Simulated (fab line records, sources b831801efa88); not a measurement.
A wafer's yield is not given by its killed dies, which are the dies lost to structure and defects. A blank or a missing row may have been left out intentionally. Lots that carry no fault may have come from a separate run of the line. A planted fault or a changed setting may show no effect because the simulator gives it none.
fab line records | flow sky130
record: lots: 10 | wafers: 30 | lastDay: 50
route steps=708 shown LOCAL_INTERCONNECT@400 CONTACT@433 METAL1@437 METAL4@634
lots that met no fault: from a run of the same line without faults
startH: hours from the record's opening day to when the first of the lot's shown wafers began | waitH: hours elapsed since this lot's preceding step | " the same as in the row above | L1.1+2: several wafers, shown together as one row | - no value, or no start was given | * or withheld: withheld | < > ~ a bound
route shown NAME@n: names a module that has steps shown in the file, with the first one's number in the route | usual: mean and standard deviation over wafers with no fault | same: alike in all rows | chamber/n: place in a boat | sites: per-site readings | _std_site: standard deviation across them | _edge_site: outer sites' mean less inner sites' | radiusMm: for every site, how far away it sits from the centre of the wafer | mask NAME#n: copy n | behind: the tool/chamber that last shaped the wafer | hold: what put the lot on hold/how long, in hours/how the hold closed | device: which transistor (n, p or np) failed to switch | end of line: at the end of the route, the tests of the same wafers | step lacking rows: just its recipe | killed: dies that structure and defects cost at the first sort, which is not the same as the wafer's yield | map: a wafer's dies, marking killed ones x, the rest . and places with no die _
set.NAME: the setting as run; set.NAME@STEP: as run at that earlier step | model.NAME: the simulator's own value behind a step, which no gauge read
steps of the route over a sample of lots; a table a step, a row a wafer
services: a tool's chamber out of use, with start hour (startH, from the record's first day; less than 0 if before it), hours out, and reason
== steps ==
step: SKY_LOCAL_INTERCONNECT_ETCH_13
recipe: chemistry: N2/H2 | target: BARC | ionEnergyEv: 200 | biasW: 100 | pressureMtorr: 30 | n2FlowSccm: 100 | h2FlowSccm: 200 | icpW: 500 | stopOn: SiO2 | timeS: 45.9 | targetDepthA: 600
usual: drypumpMotorCurrentA: 5.9/0.38 | oesProductAu: 0.855/0.0052 | rfFwdPowerW: 494.9/2.5 | throttleValvePct: 13.224/0.01
lot.wafer | tool        | chamber | startH | waitH | drypumpMotorCurrentA | oesProductAu | rfFwdPowerW | rfHoursCounterH | throttleValvePct
L251.1    | rieMetal-04 | 0       | 746.11 | 0.0   | 5.4                  | 0.861        | 501.0       | 2               | 13.233
L251.2    | "           | 1       | "      | "     | 5.8                  | 0.863        | 492.9       | 3               | 13.240
L251.5    | "           | 0       | "      | "     | 5.4                  | 0.846        | 498.1       | -               | 13.212
L252.2    | rieMetal-02 | 1       | 747.71 | 0.0   | 6.6                  | 0.849        | 491.9       | 15              | 13.236
L252.3    | "           | 1       | "      | "     | 6.6                  | 0.857        | 491.2       | -               | 13.233
L252.5    | "           | 0       | "      | "     | 5.8                  | 0.863        | 497.0       | -               | 13.236
L254.2    | rieMetal-04 | 1       | 760.09 | 0.0   | 5.8                  | 0.854        | 491.4       | 4               | 13.240
L254.3    | "           | 1       | "      | "     | 5.8                  | 0.852        | 491.4       | -               | 13.219
L254.4    | "           | 0       | "      | "     | 5.3                  | 0.853        | 497.6       | -               | 13.219
L258.1    | rieMetal-04 | 0       | 795.64 | 0.0   | 5.4                  | 0.849        | 496.2       | 4               | 13.232
L258.5    | "           | 0       | "      | "     | 5.4                  | 0.851        | 494.8       | -               | 13.221
L258.6    | "           | 1       | "      | "     | 5.9                  | 0.845        | 493.8       | -               | 13.226
L263.1    | rieMetal-01 | 0       | 836.24 | 0.0   | 6.2                  | 0.846        | 493.2       | 7               | 13.211
L263.2    | "           | 1       | "      | "     | 6.0                  | 0.851        | 498.5       | 3               | 13.221
L263.5    | "           | 0       | "      | "     | 6.2                  | 0.852        | 494.3       | -               | 13.238
L262.4    | rieMetal-02 | 0       | 838.28 | 0.0   | 5.8                  | 0.849        | 498.0       | -               | 13.212
L262.5    | "           | 1       | "      | "     | 6.6                  | 0.849        | 491.4       | -               | 13.213
L262.6    | "           | 0       | "      | "     | 5.8                  | 0.853        | 495.2       | -               | 13.224
L265.2    | rieMetal-02 | 0       | 852.34 | 0.0   | 5.8                  | 0.846        | 495.6       | 9               | 13.205
L265.4    | "           | 0       | "      | "     | 5.8                  | 0.863        | 495.5       | -               | 13.221
L265.6    | "           | 1       | "      | "     | 6.6                  | 0.850        | 492.2       | -               | 13.222
L264.2    | rieMetal-01 | 1       | 856.56 | 0.0   | 6.0                  | 0.852        | 495.5       | 4               | 13.225
L264.3    | "           | 1       | "      | "     | 6.0                  | 0.863        | 496.4       | -               | 13.227
L264.6    | "           | 1       | "      | "     | 6.0                  | 0.848        | 495.6       | -               | 13.222
L269.1    | rieMetal-02 | 0       | 876.19 | 0.0   | 5.8                  | 0.845        | 500.3       | 11              | 13.252
L269.3    | "           | 0       | "      | "     | 5.8                  | 0.855        | 497.3       | -               | 13.213
L269.4    | "           | 1       | "      | "     | 6.6                  | 0.854        | 491.2       | -               | 13.222
L270.2    | rieMetal-02 | 1       | 880.94 | 0.0   | 6.6                  | 0.855        | 493.4       | 4               | 13.233
L270.5    | "           | 1       | "      | "     | 6.6                  | 0.853        | 492.8       | -               | 13.211
L270.6    | "           | 0       | "      | "     | 5.8                  | 0.854        | 496.2       | -               | 13.223
step: SKY_CONTACT_CMP_27
recipe: stopOn: SiO2 | tOverpolishS: 15 | downForcePsi: 3.5 | platenRpm: 60 | targetThkNm: 0 | padVelocityMS: 0.94248
usual: motorCurrentA: 10.7/0.77 | overpolishRunS: 14.999/0.01 | timeToEndpointS: 82/3.8
lot.wafer | tool   | chamber | startH | waitH | motorCurrentA | overpolishRunS | timeToEndpointS
L251.2    | cmp-02 | 3       | 776.31 | 0.1   | 11.0          | 14.999         | 77
L251.1    | "      | 0       | "      | "     | 10.5          | 15.015         | 78
L251.5    | "      | 2       | "      | "     | 10.8          | 15.007         | 79
L252.3    | cmp-01 | 0       | 777.83 | 0.0   | 12.0          | 14.996         | 72
L252.2    | "      | 2       | "      | "     | 10.3          | 14.986         | 76
L252.5    | "      | 1       | "      | "     | 10.2          | 15.014         | 74
L254.2    | cmp-02 | 3       | 789.23 | 0.0   | 10.7          | 15.012         | 82
L254.3    | "      | 0       | "      | "     | 10.9          | 14.997         | 85
L254.4    | "      | 1       | "      | "     | 9.5           | 15.007         | 84
L258.1    | cmp-01 | 2       | 823.68 | 0.1   | 10.1          | 14.993         | 85
L258.6    | "      | 2       | "      | "     | 9.7           | 15.013         | 81
L258.5    | "      | 3       | "      | "     | 11.0          | 14.990         | 79
L263.1    | cmp-01 | 3       | 864.60 | 0.1   | 10.8          | 15.003         | 78
L263.2    | "      | 0       | "      | "     | 11.8          | 14.996         | 79
L263.5    | "      | 3       | "      | "     | 11.2          | 15.008         | 77
L262.4    | cmp-02 | 0       | 866.90 | 0.2   | 11.1          | 14.991         | 87
L262.6    | "      | 1       | "      | "     | 9.9           | 15.001         | 86
L262.5    | "      | 2       | "      | "     | 11.5          | 15.008         | 84
L265.2    | cmp-01 | 1       | 879.96 | 0.1   | 9.9           | 14.995         | 81
L265.4    | "      | 2       | "      | "     | 10.2          | 14.997         | 78
L265.6    | "      | 3       | "      | "     | 10.9          | 15.005         | 76
L264.3    | cmp-02 | 1       | 884.51 | 0.1   | 9.6           | 15.007         | 83
L264.2    | "      | 2       | "      | "     | 9.8           | 14.999         | 82
L264.6    | "      | 3       | "      | "     | 10.2          | 14.991         | 84
L269.3    | cmp-02 | 3       | 904.86 | 0.0   | 10.6          | 14.991         | 86
L269.4    | "      | 0       | "      | "     | 10.6          | 15.001         | 86
L269.1    | "      | 2       | "      | "     | 10.9          | 14.996         | 86
L270.2    | cmp-02 | 3       | 910.44 | 0.1   | 10.0          | 14.998         | 83
L270.6    | "      | 1       | "      | "     | 9.7           | 15.003         | 87
L270.5    | "      | 2       | "      | "     | 11.0          | 15.008         | 85
step: SKY_METAL1_SPUTTER_03
recipe: material: Ti | targetThkNm: 5 | powerW: 3000 | timeS: 3.3 | chamberPressurePa: 0.4
usual: throttleValvePct: 31.0/1.3
lot.wafer | tool          | chamber | startH | waitH | throttleValvePct
L251.1    | pvdSputter-03 | -       | 776.59 | 0.0   | 28.5
L251.2    | "             | -       | "      | "     | 32.6
L251.5    | "             | -       | "      | "     | 28.5
L252.2    | pvdSputter-03 | -       | 778.21 | 0.0   | 31.0
L252.3    | "             | -       | "      | "     | 29.6
L252.5    | "             | -       | "      | "     | 32.4
L254.2    | pvdSputter-02 | -       | 789.61 | 0.0   | 29.2
L254.3    | "             | -       | "      | "     | 30.4
L254.4    | "             | -       | "      | "     | 32.5
L258.1    | pvdSputter-04 | -       | 824.06 | 0.0   | 32.4
L258.5    | "             | -       | "      | "     | 32.4
L258.6    | "             | -       | "      | "     | 32.5
L263.1    | pvdSputter-04 | -       | 864.97 | 0.0   | 32.2
L263.2    | "             | -       | "      | "     | 32.4
L263.5    | "             | -       | "      | "     | 30.9
L262.4    | pvdSputter-04 | -       | 867.13 | 0.0   | 32.3
L262.5    | "             | -       | "      | "     | 30.9
L262.6    | "             | -       | "      | "     | 30.6
L265.2    | pvdSputter-02 | -       | 880.23 | 0.0   | 30.5
L265.4    | "             | -       | "      | "     | 29.2
L265.6    | "             | -       | "      | "     | 30.1
L264.2    | pvdSputter-04 | -       | 884.78 | 0.0   | 31.3
L264.3    | "             | -       | "      | "     | 30.8
L264.6    | "             | -       | "      | "     | 30.7
L269.1    | pvdSputter-02 | -       | 905.23 | 0.0   | 32.9
L269.3    | "             | -       | "      | "     | 30.5
L269.4    | "             | -       | "      | "     | 32.8
L270.2    | pvdSputter-03 | -       | 910.71 | 0.0   | 28.4
L270.5    | "             | -       | "      | "     | 32.6
L270.6    | "             | -       | "      | "     | 30.6
step: SKY_METAL4_METAL_ETCH_18
recipe: targetDepthA: 8450 | stopOn: SiO2 | overEtchFrac: 0.3 | timeS: 183.1 | chemistry: Cl2/BCl3 | resistSidewallDeg: 88 | pressureMtorr: 10 | icpW: 900 | biasW: 48.5 | Cl2_flow_sccm: 60 | bcl3FlowSccm: 30
usual: drypumpMotorCurrentA: 6.1/0.32 | oesProductAu: 0.868/0.0067 | rfFwdPowerW: 896/3.1 | throttleValvePct: 22.264/0.0088
lot.wafer | tool        | chamber | startH  | waitH | drypumpMotorCurrentA | oesProductAu | rfFwdPowerW | rfHoursCounterH | throttleValvePct
L251.1    | rieMetal-01 | 1       | 1014.38 | 0.0   | 6.0                  | 0.862        | 894         | 12              | 22.278
L251.2    | "           | 0       | "       | "     | 6.2                  | 0.858        | 898         | 17              | 22.245
L251.5    | "           | 0       | "       | "     | 6.2                  | 0.868        | 894         | -               | 22.274
L252.2    | rieMetal-01 | 0       | 1016.21 | 0.0   | 6.2                  | 0.860        | 896         | 17              | 22.259
L252.3    | "           | 1       | "       | "     | 6.0                  | 0.879        | 901         | -               | 22.259
L252.5    | "           | 0       | "       | "     | 6.2                  | 0.875        | 894         | -               | 22.265
L254.2    | rieMetal-02 | 1       | 1027.40 | 0.0   | 6.6                  | 0.857        | 901         | 12              | 22.260
L254.3    | "           | 1       | "       | "     | 6.6                  | 0.871        | 897         | -               | 22.269
L254.4    | "           | 0       | "       | "     | 5.8                  | 0.878        | 897         | -               | 22.255
L258.1    | rieMetal-02 | 0       | 1055.60 | 0.0   | 5.8                  | 0.868        | 894         | 21              | 22.271
L258.5    | "           | 0       | "       | "     | 5.8                  | 0.866        | 893         | -               | 22.253
L258.6    | "           | 1       | "       | "     | 6.6                  | 0.869        | 889         | -               | 22.257
L263.1    | rieMetal-01 | 1       | 1089.45 | 0.0   | 6.0                  | 0.861        | 899         | 17              | 22.282
L263.2    | "           | 0       | "       | "     | 6.2                  | 0.858        | 895         | 22              | 22.250
L263.5    | "           | 0       | "       | "     | 6.2                  | 0.861        | 892         | -               | 22.267
L262.4    | rieMetal-02 | 0       | 1091.22 | 0.1   | 5.8                  | 0.858        | 896         | -               | 22.255
L262.5    | "           | 1       | "       | "     | 6.6                  | 0.880        | 1037        | -               | 22.257
L262.6    | "           | 0       | "       | "     | 5.8                  | 0.879        | 897         | -               | 22.272
L265.2    | rieMetal-02 | 0       | 1100.73 | 0.0   | 5.8                  | 0.865        | 894         | 25              | 22.277
L265.4    | "           | 1       | "       | "     | 6.6                  | 0.859        | 1040        | -               | 22.272
L265.6    | "           | 1       | "       | "     | 6.6                  | 0.864        | 1039        | -               | 22.278
L264.2    | rieMetal-02 | 1       | 1104.33 | 0.0   | 6.6                  | 0.861        | 1037        | 18              | 22.258
L264.3    | "           | 0       | "       | "     | 5.8                  | 0.862        | 896         | -               | 22.281
L264.6    | "           | 1       | "       | "     | 6.6                  | 0.870        | 1038        | -               | 22.268
L269.1    | rieMetal-01 | 0       | 1120.71 | 0.0   | 6.2                  | 0.868        | 894         | 24              | 22.275
L269.3    | "           | 0       | "       | "     | 6.2                  | 0.873        | 895         | -               | 22.263
L269.4    | "           | 1       | "       | "     | 6.0                  | 0.867        | 901         | -               | 22.273
L270.2    | rieMetal-01 | 1       | 1123.71 | 0.0   | 6.0                  | 0.864        | 895         | 20              | 22.262
L270.5    | "           | 0       | "       | "     | 6.1                  | 0.870        | 893         | -               | 22.265
L270.6    | "           | 1       | "       | "     | 6.0                  | 0.859        | 893         | -               | 22.255
step: SKY_METAL4_STRIP_19
recipe: chemistry: O2/N2 | powerW: 1400 | pressureMtorr: 1500 | platenTempC: withheld | o2FlowSccm: 3000 | n2FlowSccm: 300 | overashFraction: 0.5
usual: drypumpMotorCurrentA: 5.7/0.43 | oesProductAu: 0.503/0.0048 | stripTimeToEndpointS: 6.56/0.058
same: overashFraction: 0.5
lot.wafer | tool           | chamber | startH  | waitH | drypumpMotorCurrentA | oesProductAu | rfHoursCounterH | stripTimeToEndpointS
L251.1    | plasmaAsher-01 | 0       | 1014.56 | 0.1   | 5.1                  | 0.498        | 122             | 6.52
L251.2    | "              | 1       | "       | "     | 5.7                  | 0.501        | 122             | 6.56
L251.5    | "              | 0       | "       | "     | 5.1                  | 0.506        | -               | 6.59
L252.2    | plasmaAsher-03 | 0       | 1016.39 | 0.1   | 6.5                  | 0.498        | 27              | 6.52
L252.3    | "              | 0       | "       | "     | 6.5                  | 0.502        | -               | 6.56
L252.5    | "              | 1       | "       | "     | 5.8                  | 0.505        | -               | 6.48
L254.2    | plasmaAsher-04 | 1       | 1027.57 | 0.1   | 5.9                  | 0.507        | 87              | 6.55
L254.3    | "              | 0       | "       | "     | 5.7                  | 0.503        | -               | 6.52
L254.4    | "              | 1       | "       | "     | 5.9                  | 0.509        | -               | 6.55
L258.1    | plasmaAsher-03 | 0       | 1055.77 | 0.1   | 6.4                  | 0.501        | 30              | 6.58
L258.5    | "              | 1       | "       | "     | 5.8                  | 0.500        | -               | 6.60
L258.6    | "              | 0       | "       | "     | 6.4                  | 0.502        | -               | 6.59
L263.1    | plasmaAsher-03 | 0       | 1089.62 | 0.1   | 6.5                  | 0.497        | 33              | 6.48
L263.2    | "              | 1       | "       | "     | 5.8                  | 0.495        | 33              | 6.50
L263.5    | "              | 0       | "       | "     | 6.5                  | 0.514        | -               | 6.58
L262.4    | plasmaAsher-01 | 1       | 1091.37 | 0.1   | 5.7                  | 0.506        | -               | 6.57
L262.5    | "              | 0       | "       | "     | 5.1                  | 0.474        | -               | 5.81
L262.6    | "              | 1       | "       | "     | 5.7                  | 0.507        | -               | 6.53
L265.2    | plasmaAsher-01 | 0       | 1100.91 | 0.1   | 5.1                  | 0.508        | 4               | 6.52
L265.4    | "              | 0       | "       | "     | 5.1                  | 0.465        | -               | 5.76
L265.6    | "              | 0       | "       | "     | 5.1                  | 0.469        | -               | 5.78
L264.2    | plasmaAsher-01 | 1       | 1104.51 | 0.1   | 5.8                  | 0.478        | 4               | 5.84
L264.3    | "              | 0       | "       | "     | 5.1                  | 0.506        | -               | 6.56
L264.6    | "              | 0       | "       | "     | 5.1                  | 0.477        | -               | 5.80
L269.1    | plasmaAsher-01 | 1       | 1120.89 | 0.1   | 5.7                  | 0.502        | 6               | 6.54
L269.3    | "              | 1       | "       | "     | 5.7                  | 0.503        | -               | 6.54
L269.4    | "              | 0       | "       | "     | 5.1                  | 0.498        | -               | 6.57
L270.2    | plasmaAsher-03 | 1       | 1123.89 | 0.1   | 5.8                  | 0.500        | 36              | 6.54
L270.5    | "              | 0       | "       | "     | 6.5                  | 0.498        | -               | 6.48
L270.6    | "              | 1       | "       | "     | 5.8                  | 0.510        | -               | 6.52
== services ==
tool           | chamber | startH  | hours | kind
plasmaAsher-03 | -       | 733.75  | 9.0   | pm
rieMetal-02    | 1       | 734.07  | 4.8   | repair
rieMetal-02    | 0       | 734.46  | 7.6   | repair
cmp-01         | -       | 744.08  | 4.0   | pm
cmp-02         | -       | 746.17  | 4.1   | repair
cmp-02         | -       | 770.32  | 0.8   | repair
cmp-01         | -       | 781.59  | 1.7   | repair
plasmaAsher-03 | -       | 810.13  | 3.1   | repair
rieMetal-01    | -       | 810.29  | 0.5   | repair
cmp-02         | -       | 834.53  | 3.8   | repair
cmp-01         | -       | 849.31  | 3.4   | repair
cmp-01         | -       | 861.18  | 0.8   | repair
cmp-02         | -       | 895.50  | 4.1   | pm
cmp-01         | -       | 900.53  | 0.6   | repair
cmp-02         | -       | 912.14  | 4.0   | pm
plasmaAsher-01 | -       | 913.98  | 0.5   | repair
plasmaAsher-03 | -       | 926.97  | 3.4   | repair
rieMetal-01    | -       | 944.44  | 1.2   | repair
rieMetal-01    | -       | 993.12  | 0.4   | repair
cmp-02         | -       | 1021.78 | 0.5   | repair
plasmaAsher-01 | -       | 1023.66 | 1.1   | repair
cmp-02         | -       | 1027.67 | 8.5   | pm
plasmaAsher-01 | -       | 1055.32 | 9.0   | pm
rieMetal-02    | -       | 1082.17 | 2.8   | pm
== key ==
firstSign: step: SKY_METAL4_METAL_ETCH_18 | reading: rfFwdPowerW | direction: up | sigmas: 46 | usual: 896 | struck: 1038
effect: step: SKY_METAL4_STRIP_19 | reading: stripTimeToEndpointS | direction: down | sigmas: 13 | usual: * | struck: *
metAt SKY_METAL4_METAL_ETCH_18
struckLots L262,L264,L265
struckWafers L262.5,L264.2,L264.6,L265.4,L265.6
notActingAt SKY_LOCAL_INTERCONNECT_ETCH_13,SKY_CONTACT_CMP_27,SKY_METAL1_SPUTTER_03
onsetBetween 1055.60 1091.22
fault: kind: processParameterDrift | tool: rieMetal-02 | chamber: 1 | onsetH: 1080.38 | steps: SKY_METAL4_METAL_ETCH_18 | channel: icpW | offset: 144 | shape: step | endH: 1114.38 | actsIn: theseRecipesOnly | stated: 900
